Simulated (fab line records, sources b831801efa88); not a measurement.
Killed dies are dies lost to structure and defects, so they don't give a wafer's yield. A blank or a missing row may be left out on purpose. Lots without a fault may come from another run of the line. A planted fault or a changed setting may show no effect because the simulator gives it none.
One fault seen from 2 desks | flow sky130 | each desk has only its own numbers; what lay behind them comes last

THE METROLOGY DESK
What the gauges read, lot by lot, whatever tool the lot ran on: means of the sampled wafers that have a number. A lot is out of limits, marked OUT, if its mean lies more than 4 standard deviations from the usual mean; the brackets give that distance.
Columns: A = VT_ADJUST_NCORE_TW at SKY_VT_ADJUST_NCORE_TW_MEAS_11, usual 219.6; B = LDD_N_OVL at SKY_LDD_N_OVL_MEAS_07, usual -0.4 nm
lot  | first seen here | A                | B
L590 | day 8 17:27     | 222.3            | -1.7
L591 | day 8 21:06     | 218.5            | -1.7
L596 | day 10 05:37    | 222.0            | -0.7
L597 | day 10 17:15    | 222.2            | -1.9
L600 | day 11 10:10    | 206.4 (-5.1) OUT | -1.8
L601 | day 11 22:34    | 206.8 (-4.9) OUT | -0.0
L603 | day 12 18:27    | 211.4            | -0.5
L605 | day 13 02:49    | 222.7            | 0.7
L609 | day 14 09:59    | 221.1            | -0.7
L612 | day 15 02:56    | 222.3            | -1.2
L613 | day 15 11:50    | 215.7            | -0.3
This desk's finding: out of limits on L600, L601; first on L600, day 11 10:10 (VT_ADJUST_NCORE_TW at SKY_VT_ADJUST_NCORE_TW_MEAS_11). In limits: L590, L591, L596, L597, L603, L605, L609, L612, L613.

THE TOOL OWNER'S DESK: implanter-01
The tool's own readings at SKY_VT_ADJUST_NCORE_IMPLANT_09: means of the sampled wafers that have a number, for each lot that ran on this tool. A lot is out of limits, marked OUT, if its mean lies more than 4 standard deviations from the usual mean; the brackets give that distance.
Columns: A = dose_ions_cm2 at SKY_VT_ADJUST_NCORE_IMPLANT_09, usual 2.3997e+12; B = faraday_current_uA at SKY_VT_ADJUST_NCORE_IMPLANT_09, usual 13.56
lot  | first seen here | A                            | B
L596 | day 10 05:24    | 2.3985e+12                   | 13.65
L597 | day 10 17:02    | 2.3989e+12                   | 13.48
L600 | day 11 09:56    | 2.0606e+12 (-99 or more) OUT | 11.80 (-6.5) OUT
L601 | day 11 22:19    | 2.0623e+12 (-99 or more) OUT | 11.71 (-6.8) OUT
L603 | day 12 18:14    | 2.0614e+12 (-99 or more) OUT | 11.60 (-7.3) OUT
This desk's finding: out of limits on L600, L601, L603; first on L600, day 11 09:56 (dose_ions_cm2 at SKY_VT_ADJUST_NCORE_IMPLANT_09). In limits: L596, L597.

PUT TOGETHER
The tool owner's desk could have raised an alarm at day 11 09:56, on L600, L601, L603.
The metrology desk could have raised an alarm at day 11 10:10, on L600, L601.
The metrology desk has L603 on record, within its limits.
Of the lots named, all ran SKY_VT_ADJUST_NCORE_IMPLANT_09 on implanter-01.

WHAT THE SIMULATOR HAD PUT IN
Process parameter drift: implanter-01, from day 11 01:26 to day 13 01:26, at SKY_VT_ADJUST_NCORE_IMPLANT_09. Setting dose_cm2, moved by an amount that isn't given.
Lots struck among those shown: L600, L601, L603.
Hours from the fault's start to each desk's first reading out of limits: the tool owner's desk, 8; the metrology desk, 9.
